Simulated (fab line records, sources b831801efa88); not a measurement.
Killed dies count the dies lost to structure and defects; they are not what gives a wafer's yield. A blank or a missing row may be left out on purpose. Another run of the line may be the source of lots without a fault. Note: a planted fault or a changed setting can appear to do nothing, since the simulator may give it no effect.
A single fault, viewed from 2 desks    flow gf180mcu    each desk has only its own numbers; what lay behind them comes last

== THE TOOL OWNER'S DESK: litho-track-03 ==
The tool's own readings at GF_HV_LDD_DEVELOP_06 (develop time 60 s): means of the sampled wafers that have a number, for each lot that ran on this tool. Marked OUT: a lot whose mean sits more than 4 standard deviations from the usual mean, which makes it out of limits; the brackets give that distance.
Columns: A = exhaust-pa at GF_HV_LDD_DEVELOP_06, usual 45.1 Pa
lot   first seen here  A
L175  day 11 06:15     44.5
L178  day 12 02:50     44.5
L181  day 13 02:30     44.7
L184  day 13 21:20     44.6
L192  day 16 11:21     45.2
L193  day 16 16:18     45.2
L194  day 17 01:09     44.6
This desk's finding: nothing out of limits on any of the 7 lots.

== AT THE METROLOGY DESK ==
What the gauges read for every lot (on any tool): the sampled wafers with a number, averaged. Marked OUT: a lot whose mean sits more than 4 standard deviations from the usual mean, which makes it out of limits; the brackets give that distance.
Columns: A = cd-nm at GF_STI_CD_MEAS_12, usual 220.0 nm; B = VT_IMPLANT_4_TW at GF_VT_IMPLANT_TW_MEAS_43, usual 684; C = cd-nm at GF_HV_LDD_CD_MEAS_07, usual 400 nm; D = SALICIDE_TIN_THK at GF_SALICIDE_THK_MEAS_05, usual 20.07 nm
lot   first seen here  A      B    C               D
L171  day 2 01:49      218.1  687  403             19.88
L175  day 2 22:49      219.3  695  402             20.14
L176  day 3 02:50      219.8  681  399             20.24
L178  day 3 12:59      220.6  695  405             20.19
L181  day 4 05:27      219.8  680  420 (+6.2) OUT  20.47
L183  day 4 15:04      219.2  679  401             19.61
L184  day 4 20:08      221.3  681  414 (+4.2) OUT  19.45
L185  day 5 00:58      221.4  683  406             20.07
L187  day 5 13:08      217.9  696  396             20.20
L190  day 6 04:32      218.8  682  396             19.91
L191  day 6 09:17      220.0  676  401             20.24
L192  day 6 14:33      220.8  682  400             19.95
L193  day 6 19:21      220.5  697  399             19.89
L194  day 6 23:40      220.6  676  399             20.01
Finding of this desk: L181, L184 out of limits; the first was L181 at day 13 02:39, on cd-nm at GF_HV_LDD_CD_MEAS_07. L171, L175, L176, L178, L183, L185, L187, L190, L191, L192, L193, L194 stayed within limits.

== BROUGHT TOGETHER ==
An alarm was possible from the metrology desk at day 13 02:39, on L181, L184.
Nothing out of limits was seen by the tool owner's desk.
Tool owner's desk: L181, L184 on record, inside its limits.
Every lot named ran GF_HV_LDD_DEVELOP_06 on litho-track-03.

== WHAT THE SIMULATOR HAD INSERTED ==
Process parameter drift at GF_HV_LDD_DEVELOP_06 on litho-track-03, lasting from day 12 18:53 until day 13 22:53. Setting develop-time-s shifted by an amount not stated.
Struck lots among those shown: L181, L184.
Delay in hours, fault start to first out-of-limits reading, per desk: metrology desk 8.
